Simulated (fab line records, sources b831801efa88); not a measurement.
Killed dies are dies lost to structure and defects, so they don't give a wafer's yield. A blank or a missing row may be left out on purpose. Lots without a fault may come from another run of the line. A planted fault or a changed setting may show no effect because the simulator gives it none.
fab line records | flow sky130
record lots=6 wafers=18 last_day=49
route steps=708 shown RES_XHIGH@339 SD_N@342 SD_P@359 PAD_OPEN@708
lots that met no fault: from a run of the same line without faults
start_h: hours from the record's first day to the start of the lot's first wafer shown | wait_h: hours since the lot's step before | " the same as in the row above | L1.1+2: a row that stands for several wafers | - no value, or no start given | * or withheld: withheld | < > ~ a bound
route shown NAME@n: a module of which the file shows steps, and the number in the route of the first | usual: mean/standard deviation of fault-free wafers | same: alike in all rows | chamber/n: place in a boat | sites: the reading at each site | _std_site: their standard deviation | _edge_site: outer sites' mean less inner sites' | radius_mm: how far each site lies from the wafer's centre | mask NAME#n: copy n | behind: the tool/chamber that last shaped the wafer | hold: why the lot was held/for how many hours/how that ended | device: the transistor (n, p or np) that didn't switch | end of line: the same wafers' tests at the end of the route | a step without rows: its recipe alone | killed: dies lost to structure and defects at the first sort, not the wafer's yield | map: a wafer's dies, x killed, . not, _ none there
set.NAME: the setting as run; set.NAME@STEP: as run at that earlier step | model.NAME: the simulator's own value behind a step, which no gauge read
lots at some steps of the route; a table a step, a row a wafer
services: from which hour (start_h, from the record's first day; less than 0 if before it) a tool's chamber was out of use, for how many hours, and why
## steps
# step SKY_RES_XHIGH_IMPLANT_07
# recipe species=BF2 energy_kev=20 dose_cm2=3.6e+14 tilt_deg=0
# step SKY_RES_XHIGH_STRIP_08
# recipe chemistry=O2/N2 power_w=1400 pressure_mtorr=1500 platen_temp_c=withheld o2_flow_sccm=3000 n2_flow_sccm=300 overash_fraction=0.5
# usual drypump_motor_current_A=5.6/0.48 n2_flow_sccm=300.1/0.81 oes_product_au=0.711/0.0046 strip_time_to_endpoint_s=14.30/0.04
# columns lot.wafer tool chamber start_h wait_h drypump_motor_current_A n2_flow_sccm oes_product_au rf_hours_counter_h strip_time_to_endpoint_s
L633.2 plasma_asher-01 0 628.03 0.1 4.9 300.0 0.704 53 14.25
L633.4 " 0 " " 4.9 300.2 0.707 - 14.29
L633.6 " 1 " " 5.7 299.6 0.711 - 14.30
L634.3 plasma_asher-03 0 638.59 0.1 5.3 301.3 0.709 - 14.31
L634.4 " 1 " " 6.3 300.4 0.708 - 14.32
L634.5 " 1 " " 6.2 300.5 0.715 - 14.32
L637.2 plasma_asher-01 1 689.52 0.1 5.6 298.9 0.707 59 14.37
L637.3 " 0 " " 4.9 301.6 0.711 - 14.37
L637.5 " 0 " " 4.9 301.9 0.715 - 14.37
L644.2 plasma_asher-03 0 742.46 0.1 5.2 300.4 0.719 31 14.25
L644.4 " 1 " " 6.2 299.7 0.706 - 14.29
L644.6 " 0 " " 5.3 298.8 0.709 - 14.31
L645.1 plasma_asher-03 0 753.26 0.1 5.3 299.8 0.712 32 14.34
L645.3 " 1 " " 6.2 300.4 0.708 - 14.35
L645.4 " 0 " " 5.2 301.9 0.706 - 14.34
L650.1 plasma_asher-01 0 774.02 0.1 4.9 300.4 0.716 68 14.32
L650.5 " 1 " " 5.7 299.3 0.708 - 14.31
L650.6 " 0 " " 5.0 301.1 0.704 - 14.31
# step SKY_RES_XHIGH_TW_MEAS_09
# usual RES_XHIGH_TW=1636/9.6
# columns lot.wafer tool chamber start_h wait_h RES_XHIGH_TW
L633.2 film_metro-03 - 628.14 0.1 1618
L633.4 " - " " 1625
L633.6 " - " " 1616
L634.3 film_metro-01 - 638.68 0.1 1643
L634.4 " - " " 1639
L634.5 " - " " 1643
L637.2 film_metro-01 - 689.63 0.1 1635
L637.3 " - " " 1639
L637.5 " - " " 1658
L644.2 film_metro-02 - 742.57 0.1 1644
L644.4 " - " " 1637
L644.6 " - " " 1638
L645.1 film_metro-02 - 753.36 0.1 1639
L645.3 " - " " 1631
L645.4 " - " " 1628
L650.1 film_metro-03 - 774.12 0.1 1634
L650.5 " - " " 1639
L650.6 " - " " 1645
# step SKY_SD_N_DEHYDRATE_00
# recipe temp_c=200 time_s=60
# step SKY_SD_N_HMDS_01
# recipe prime_time_s=60 prime_temp_c=120
# step SKY_SD_N_COAT_02
# recipe resist=NOVOLAK spin_rpm=3000 resist_thk_nm=1140
# step SKY_SD_N_SOFTBAKE_03
# recipe temp_c=90 time_s=60 resist=NOVOLAK
# step SKY_SD_N_EXPOSE_04
# recipe mask_id=NSDM na=0.6 source_shape=conventional sigma_outer=0.6 polarization=unpolarized target_cd_nm=380 dose_mj=141
# step SKY_SD_N_PEB_05
# recipe temp_c=withheld time_s=* resist=NOVOLAK
# step SKY_SD_N_DEVELOP_06
# recipe resist=NOVOLAK developer=TMAH develop_time_s=60 dev_temp_c=23
# step SKY_SD_N_CD_MEAS_07
# recipe target_cd_nm=380
# usual cd_nm=381.1/2.5
# columns lot.wafer tool chamber start_h wait_h cd_nm
L633.2 cd_sem-01 - 656.46 0.1 384.6
L633.4 " - " " 382.1
L633.6 " - " " 382.0
L634.3 cd_sem-02 - 666.12 0.1 379.7
L634.4 " - " " 378.4
L634.5 " - " " 378.6
L637.2 cd_sem-01 - 717.11 0.1 381.3
L637.3 " - " " 383.3
L637.5 " - " " 382.1
L644.2 cd_sem-02 - 769.55 0.1 383.6
L644.4 " - " " 382.1
L644.6 " - " " 385.6
L645.1 cd_sem-02 - 780.56 0.1 387.1
L645.3 " - " " 384.1
L645.4 " - " " 385.6
L650.1 cd_sem-01 - 799.91 0.1 381.1
L650.5 " - " " 380.6
L650.6 " - " " 380.9
# step SKY_SD_N_OVL_MEAS_08
# usual SD_N_OVL=-1.1/1.3
# columns lot.wafer tool chamber start_h wait_h SD_N_OVL[nm]
L633.2 overlay-01 - 656.57 0.1 -1.3
L633.4 " - " " -0.4
L633.6 " - " " -1.0
L634.3 overlay-01 - 666.21 0.1 -4.6
L634.4 " - " " -2.6
L634.5 " - " " -2.6
L637.2 overlay-01 - 717.22 0.1 -2.3
L637.3 " - " " -1.3
L637.5 " - " " -1.7
L644.2 overlay-02 - 769.66 0.1 -0.6
L644.4 " - " " -0.3
L644.6 " - " " -3.6
L645.1 overlay-02 - 780.68 0.1 -2.2
L645.3 " - " " -0.9
L645.4 " - " " -2.3
L650.1 overlay-01 - 800.03 0.1 -1.9
L650.5 " - " " -2.4
L650.6 " - " " -1.1
# step SKY_SD_N_IMPLANT_09
# recipe species=As energy_kev=50 dose_cm2=4e+15 tilt_deg=0
# columns lot.wafer tool chamber start_h wait_h
L633.2+4+6 implanter-04 0 656.62 0.0
L634.3+4+5 implanter-04 0 666.29 0.1
L637.2+3+5 implanter-03 0 717.27 0.0
L644.2+4+6 implanter-02 0 769.71 0.0
L644.2+4+6 implanter-02 0 770.03 0.3
L645.1+3+4 implanter-04 0 780.71 0.0
L645.1+3+4 implanter-04 0 781.03 0.3
L650.1+5+6 implanter-02 0 800.06 0.0
# step SKY_SD_N_IMPLANT_10
# recipe species=P energy_kev=20 dose_cm2=1e+14 tilt_deg=0
# step SKY_SD_N_STRIP_11
# recipe chemistry=O2/N2 power_w=1400 pressure_mtorr=1500 platen_temp_c=withheld o2_flow_sccm=2896 n2_flow_sccm=300 overash_fraction=0.5
# usual drypump_motor_current_A=5.5/0.39 n2_flow_sccm=299.9/0.79 oes_product_au=0.527/0.005 strip_time_to_endpoint_s=22.60/0.039
# columns lot.wafer tool chamber start_h wait_h drypump_motor_current_A n2_flow_sccm oes_product_au rf_hours_counter_h strip_time_to_endpoint_s
L633.2 plasma_asher-02 0 656.90 0.1 6.1 300.6 0.535 83 22.64
L633.4 " 1 " " 5.2 299.3 0.529 - 22.64
L633.6 " 1 " " 5.2 297.9 0.539 - 22.68
L634.3 plasma_asher-04 0 666.57 0.1 5.8 300.4 0.531 - 22.60
L634.4 " 1 " " 5.2 300.2 0.522 - 22.56
L634.5 " 1 " " 5.2 299.9 0.525 - 22.60
L637.2 plasma_asher-02 0 717.55 0.1 6.1 299.7 0.535 89 22.53
L637.3 " 1 " " 5.2 299.6 0.523 - 22.56
L637.5 " 0 " " 6.1 300.6 0.533 - 22.59
L644.2 plasma_asher-04 0 770.42 0.2 5.8 298.8 0.508 3 23.83
L644.4 " 0 " " 5.8 300.3 0.512 - 23.82
L644.6 " 0 " " 5.7 298.2 0.508 - 23.86
L645.1 plasma_asher-02 0 781.33 0.1 6.1 301.9 0.513 94 23.82
L645.3 " 1 " " 5.2 298.8 0.517 - 23.84
L645.4 " 0 " " 6.1 300.3 0.519 - 23.87
L650.1 plasma_asher-01 0 800.36 0.1 4.9 300.1 0.526 71 22.54
L650.5 " 0 " " 4.9 300.6 0.519 - 22.59
L650.6 " 1 " " 5.7 300.9 0.528 - 22.58
# step SKY_SD_N_TW_MEAS_12
# usual SD_N_TW=3973/21
# columns lot.wafer tool chamber start_h wait_h SD_N_TW
L633.2 film_metro-01 - 657.01 0.1 3971
L633.4 " - " " 3959
L633.6 " - " " 3966
L634.3 film_metro-03 - 666.66 0.1 3966
L634.4 " - " " 4003
L634.5 " - " " 3969
L637.2 film_metro-03 - 717.66 0.1 3937
L637.3 " - " " 3961
L637.5 " - " " 3943
L644.2 film_metro-03 - 770.56 0.1 4079
L644.4 " - " " 4046
L644.6 " - " " 4067
L645.1 film_metro-02 - 781.43 0.1 4091
L645.3 " - " " 4076
L645.4 " - " " 4079
L650.1 film_metro-03 - 800.46 0.1 3956
L650.5 " - " " 3955
L650.6 " - " " 3971
# step SKY_SD_N_CLEAN_13
# recipe chemistry=SC1/SC2 mix=1:4:20 temp_c=70 time_s=150 dry=n2_spin
# step SKY_SD_N_RTA_14
# recipe temp_c=1075 time_s=2 idle_temp_c=650 ramp_up_c_per_s=150 ramp_down_c_per_s=90 ambient=N2
# usual lamp_power_pct=15.74/0.058 wafer_temp_C_max=1078.0/1.1
# columns lot.wafer tool chamber start_h wait_h lamp_power_pct wafer_temp_C_max
L633.2 rtp_anneal-01 0 657.12 0.0 15.78 1080.3
L633.4 " 0 " " 15.76 1077.4
L633.6 " 0 " " 15.68 1078.4
L634.3 rtp_anneal-01 0 666.77 0.0 15.71 1079.1
L634.4 " 0 " " 15.65 1078.2
L634.5 " 0 " " 15.74 1081.3
L637.2 rtp_anneal-02 0 717.77 0.0 15.71 1080.1
L637.3 " 0 " " 15.72 1079.3
L637.5 " 0 " " 15.74 1075.6
L644.2 rtp_anneal-02 0 770.68 0.0 15.75 1076.5
L644.4 " 0 " " 15.76 1079.2
L644.6 " 0 " " 15.61 1075.9
L645.1 rtp_anneal-02 0 781.54 0.0 15.74 1079.2
L645.3 " 0 " " 15.74 1078.0
L645.4 " 0 " " 15.79 1079.4
L650.1 rtp_anneal-02 0 800.57 0.0 15.83 1076.0
L650.5 " 0 " " 15.74 1076.6
L650.6 " 0 " " 15.80 1079.0
# step SKY_SD_N_RS_MEAS_16
# recipe thk_meas_gauge=four-point-probe
# usual SD_N_RS=68.55/0.11
# columns lot.wafer tool chamber start_h wait_h SD_N_RS[ohm/sq]
L633.2 film_metro-01 - 657.30 0.1 68.34
L633.4 " - " " 68.44
L633.6 " - " " 68.41
L634.3 film_metro-02 - 666.96 0.1 68.53
L634.4 " - " " 68.59
L634.5 " - " " 68.46
L637.2 film_metro-01 - 717.95 0.1 68.69
L637.3 " - " " 68.56
L637.5 " - " " 68.75
L644.2 film_metro-02 - 770.86 0.1 63.54
L644.4 " - " " 63.71
L644.6 " - " " 63.57
L645.1 film_metro-03 - 781.71 0.1 64.00
L645.3 " - " " 63.80
L645.4 " - " " 63.77
L650.1 film_metro-01 - 800.75 0.1 68.33
L650.5 " - " " 68.50
L650.6 " - " " 68.61
# step SKY_SD_N_RS_MEAS_17
# recipe thk_meas_gauge=four-point-probe
# usual SD_P_RS=147.3/0.38
# columns lot.wafer tool chamber start_h wait_h SD_P_RS[ohm/sq]
L633.2 film_metro-01 - 657.42 0.1 147.6
L633.4 " - " " 146.8
L633.6 " - " " 147.9
L634.3 film_metro-02 - 667.08 0.1 147.1
L634.4 " - " " 147.1
L634.5 " - " " 147.0
L637.2 film_metro-01 - 718.07 0.1 148.0
L637.3 " - " " 147.3
L637.5 " - " " 147.9
L644.2 film_metro-02 - 770.98 0.1 147.1
L644.4 " - " " 147.3
L644.6 " - " " 146.8
L645.1 film_metro-03 - 781.94 0.2 147.4
L645.3 " - " " 148.0
L645.4 " - " " 147.2
L650.1 film_metro-01 - 800.87 0.1 147.2
L650.5 " - " " 147.0
L650.6 " - " " 147.8
# step SKY_PAD_OPEN_PROBE_99
# usual killed_at_M0_to_M3=44/6.2 killed_at_M4_up=3.3/1.8 killed_at_contacts=25/5.8 killed_at_front_end=15/4 killed_at_other=0.3/0.49 killed_dies=88/8.8 killed_open=48/6.5 killed_short=39/6.3
# same gross_dies=492 killed_at_back_side=0
# columns lot.wafer tool chamber start_h wait_h killed_at_M0_to_M3 killed_at_M4_up killed_at_contacts killed_at_front_end killed_at_other killed_dies killed_open killed_short model.etest.res_ndiff.line_ohm_um model.etest.nfet_g5v0d10v5.r_on_ohm_um model.etest.sonos_uncharged.r_on_ohm_um model.etest.nfet_01v8.r_on_ohm_um model.etest.licon_ndiff.rc_ohm model.etest.nfet_01v8_lvt.drive_ua_um model.etest.nfet_01v8.drive_ua_um model.etest.nfet_01v8_turned.drive_ua_um
L633.2 prober-02 - 1084.16 0.1 49 8 23 21 0 101 47 54 764.6 1883 806.5 831.2 188.1 573.5 500.9 501.3
L633.4 prober-02 - 1084.26 0.2 41 3 24 20 1 89 58 31 765 1899 802.5 816.9 179.4 574.6 506.5 503.5
L633.6 prober-02 - 1084.36 0.2 45 1 24 8 0 78 40 38 776.3 1868 807.7 849.3 176.7 551.2 484.6 483
L634.3 prober-02 - 1092.81 0.2 52 4 28 18 1 103 62 41 742.9 1886 796.1 827.5 185.2 580.7 501.5 502.1
L634.4 prober-02 - 1092.86 0.2 35 1 28 17 0 81 50 31 752.7 1895 807.4 824.5 181.1 576.4 505.7 499.7
L634.5 prober-02 - 1092.91 0.2 48 7 27 17 1 100 60 40 747.9 1888 793.7 831.6 183.2 575.1 505.3 505.8
L637.2 prober-01 - 1128.31 0.1 37 1 22 12 0 72 40 32 778.5 1951 830 823.8 186.5 579.9 508.5 512.5
L637.3 prober-01 - 1128.36 0.2 45 6 21 14 0 86 48 38 766.5 1963 825.3 839 185.5 566.2 498.5 499.5
L637.5 prober-01 - 1128.46 0.2 39 0 24 24 0 87 43 44 770.1 1964 826.1 831.5 180.8 572.7 509 508.6
L644.2 prober-02 - 1166.79 0.1 43 3 33 10 1 90 47 43 676.1 1851 771.7 831.5 154.8 581 498.1 502.3
L644.4 prober-02 - 1166.89 0.2 48 2 21 11 0 82 43 39 668.2 1832 755.8 802.9 154.6 602.7 524 522
L644.6 prober-02 - 1166.99 0.2 41 1 28 23 1 94 46 48 650.8 1850 758.8 826 158.1 584.1 504 511.2
L645.1 prober-02 - 1176.36 0.1 39 6 22 23 0 90 50 37 658 1842 756.1 819.4 152.6 587.8 510.4 513.8
L645.3 prober-02 - 1176.46 0.2 33 6 32 11 0 82 45 37 657.6 1839 764 814.4 156.9 586.1 515.6 510.7
L645.4 prober-02 - 1176.51 0.2 37 5 31 10 0 83 46 36 660.1 1873 767.3 832.5 149.3 580.9 508.7 503.5
L650.1 prober-02 - 1185.92 0.1 44 4 15 15 0 78 36 42 763.3 1913 811 856.2 186.5 567.5 498.1 492.7
L650.5 prober-02 - 1186.12 0.2 42 7 24 18 0 91 47 44 765.5 1901 806 831.6 183.5 585.4 509.8 507.5
L650.6 prober-02 - 1186.17 0.2 37 2 24 19 0 82 45 37 756.3 1901 821 833.4 185.8 575.5 504 508
# killed by level:class
L633.2 CONTACT:geometric_particle:open=11 VIA1:geometric_particle:open=9 METAL2:geometric_particle:short=8 VIA3:geometric_particle:open=8 FIELD_ISO:geometric_particle:short=7 VIA1:geometric_particle:short=6 METAL3:geometric_particle:short=6 METAL4:geometric_particle:short=5
L633.4 CONTACT:geometric_particle:open=13 VIA1:geometric_particle:open=11 FIELD_ISO:geometric_particle:open=7 LI_CONTACT:geometric_particle:open=6 VIA2:geometric_particle:short=6 VIA2:geometric_particle:open=5 VIA3:geometric_particle:open=5 POLY_GATE:geometric_particle:short=4
L633.6 VIA1:geometric_particle:open=13 LI_CONTACT:geometric_particle:open=6 METAL2:geometric_particle:short=6 LOCAL_INTERCONNECT:geometric_particle:short=6 CONTACT:geometric_particle:open=6 VIA2:geometric_particle:open=6 METAL1:geometric_particle:short=5 CONTACT:geometric_particle:short=4
L634.3 VIA1:geometric_particle:open=13 LI_CONTACT:geometric_particle:open=10 CONTACT:geometric_particle:open=10 METAL1:geometric_particle:short=9 VIA3:geometric_particle:open=8 POLY_GATE:geometric_particle:open=6 VIA2:geometric_particle:open=6 POLY_GATE:geometric_particle:short=4
L634.4 CONTACT:geometric_particle:open=17 LI_CONTACT:geometric_particle:open=7 METAL2:geometric_particle:short=6 VIA2:geometric_particle:open=6 FIELD_ISO:geometric_particle:short=5 FIELD_ISO:geometric_particle:open=5 VIA3:geometric_particle:open=5 POLY_GATE:geometric_particle:short=4
L634.5 CONTACT:geometric_particle:open=17 VIA1:geometric_particle:open=10 VIA2:geometric_particle:open=9 VIA3:geometric_particle:open=7 METAL1:geometric_particle:short=6 FIELD_ISO:geometric_particle:short=4 POLY_GATE:geometric_particle:short=4 METAL4:geometric_particle:short=4
L637.2 CONTACT:geometric_particle:open=8 POLY_GATE:geometric_particle:open=6 METAL2:geometric_particle:short=6 LI_CONTACT:geometric_particle:open=5 VIA1:geometric_particle:short=5 VIA2:geometric_particle:open=5 METAL1:geometric_particle:short=4 VIA3:geometric_particle:open=4
L637.3 VIA1:geometric_particle:open=13 CONTACT:geometric_particle:short=8 VIA3:geometric_particle:open=8 VIA1:geometric_particle:short=7 CONTACT:geometric_particle:open=6 LI_CONTACT:geometric_particle:open=5 POLY_GATE:geometric_particle:open=4 VIA3:geometric_particle:short=4
L637.5 POLY_GATE:geometric_particle:short=9 CONTACT:geometric_particle:open=9 VIA1:geometric_particle:open=9 POLY_GATE:geometric_particle:open=7 LOCAL_INTERCONNECT:geometric_particle:short=5 CONTACT:geometric_particle:short=5 VIA3:geometric_particle:short=5 METAL1:geometric_particle:short=5
L644.2 CONTACT:geometric_particle:open=14 VIA3:geometric_particle:open=10 VIA1:geometric_particle:open=9 LOCAL_INTERCONNECT:geometric_particle:short=7 METAL1:geometric_particle:short=7 CONTACT:geometric_particle:short=6 VIA2:geometric_particle:short=6 METAL2:geometric_particle:short=4
L644.4 VIA1:geometric_particle:open=10 VIA3:geometric_particle:open=8 CONTACT:geometric_particle:open=7 VIA1:geometric_particle:short=7 METAL2:geometric_particle:short=6 CONTACT:geometric_particle:short=6 VIA2:geometric_particle:open=6 LI_CONTACT:geometric_particle:open=5
L644.6 CONTACT:geometric_particle:open=11 VIA2:geometric_particle:open=10 METAL1:geometric_particle:short=9 METAL3:geometric_particle:short=6 CONTACT:geometric_particle:short=6 FIELD_ISO:geometric_particle:open=5 VIA1:geometric_particle:short=5 POLY_GATE:geometric_particle:short=5
L645.1 VIA3:geometric_particle:open=8 VIA2:geometric_particle:open=7 CONTACT:geometric_particle:open=7 CONTACT:geometric_particle:short=6 LI_CONTACT:geometric_particle:open=5 METAL1:geometric_particle:short=5 VIA1:geometric_particle:open=5 VIA1:geometric_particle:short=4
L645.3 CONTACT:geometric_particle:open=11 LI_CONTACT:geometric_particle:open=8 VIA1:geometric_particle:open=7 METAL1:geometric_particle:short=6 VIA2:geometric_particle:open=6 POLY_GATE:geometric_particle:short=5 METAL4:geometric_particle:short=5 CONTACT:geometric_particle:short=5
L645.4 CONTACT:geometric_particle:open=12 LI_CONTACT:geometric_particle:open=9 VIA1:geometric_particle:open=9 METAL1:geometric_particle:short=8 VIA2:geometric_particle:short=6 LOCAL_INTERCONNECT:geometric_particle:short=5 VIA3:geometric_particle:open=5 POLY_GATE:geometric_particle:short=4
L650.1 VIA2:geometric_particle:open=8 VIA1:geometric_particle:open=8 METAL1:geometric_particle:short=7 METAL2:geometric_particle:short=6 VIA3:geometric_particle:open=6 FIELD_ISO:geometric_particle:short=5 CONTACT:geometric_particle:open=4 LI_CONTACT:geometric_particle:open=4
L650.5 LI_CONTACT:geometric_particle:open=10 VIA1:geometric_particle:open=9 LOCAL_INTERCONNECT:geometric_particle:short=7 VIA2:geometric_particle:open=7 METAL2:geometric_particle:short=6 METAL4:geometric_particle:short=6 CONTACT:geometric_particle:open=5 POLY_GATE:geometric_particle:short=5
L650.6 VIA1:geometric_particle:open=10 LI_CONTACT:geometric_particle:open=7 CONTACT:geometric_particle:short=7 POLY_GATE:geometric_particle:open=6 FIELD_ISO:geometric_particle:short=5 METAL2:geometric_particle:short=5 CONTACT:geometric_particle:open=5 VIA1:geometric_particle:short=5
## services
# columns tool chamber start_h hours kind
rtp_anneal-02 - 616.37 3.8 pm
implanter-02 - 623.38 2.7 repair
implanter-02 - 647.60 0.6 repair
implanter-03 - 688.65 1.4 repair
implanter-03 - 690.07 3.7 pm
implanter-02 - 694.01 4.9 pm
plasma_asher-01 - 714.81 2.8 pm
implanter-04 - 723.04 1.7 repair
plasma_asher-02 - 730.23 6.6 repair
implanter-04 - 731.54 8.8 pm
plasma_asher-04 - 733.77 9.0 pm
plasma_asher-04 0 733.77 9.0 vent_cycle
plasma_asher-04 1 733.77 9.0 vent_cycle
plasma_asher-04 0 742.77 - clean
plasma_asher-04 1 742.77 - clean
implanter-03 - 747.59 1.0 repair
plasma_asher-04 - 751.52 1.1 repair
implanter-03 - 768.29 1.6 repair
implanter-03 - 773.18 4.3 repair
plasma_asher-01 - 784.75 0.7 repair
plasma_asher-04 - 791.93 2.8 repair
plasma_asher-03 - 799.73 8.2 pm
## key
first_sign step=SKY_SD_N_IMPLANT_09 reading=visit direction=added
effect step=SKY_SD_N_STRIP_11 reading=strip_time_to_endpoint_s direction=up sigmas=32 usual=* struck=*
effect step=SKY_SD_N_TW_MEAS_12 reading=SD_N_TW direction=up sigmas=4.7 usual=3973 struck=4073
effect step=SKY_SD_N_RS_MEAS_16 reading=SD_N_RS direction=down sigmas=45 usual=68.55 struck=63.73
model_effect step=SKY_PAD_OPEN_PROBE_99 value=etest.res_ndiff.line_ohm_um without=769.3 struck=661.8
met_at SKY_SD_N_IMPLANT_09
struck_wafers L644.2,L644.4,L644.6,L645.1,L645.3,L645.4
tester_left_out L644,L645
fault kind=repeated_step_whole tool=implanter-02,implanter-03,implanter-04 chamber=- onset_h=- steps=SKY_SD_N_IMPLANT_09 times=1 scope=struck_lots_only
# tester_left_out: of these lots the tester's yield and bins aren't shown, on N5 and GAA mostly nor the transistor test; their killed dies are dies lost to structure and defects alone, not to doping, threshold or leakage, so they don't give the yield
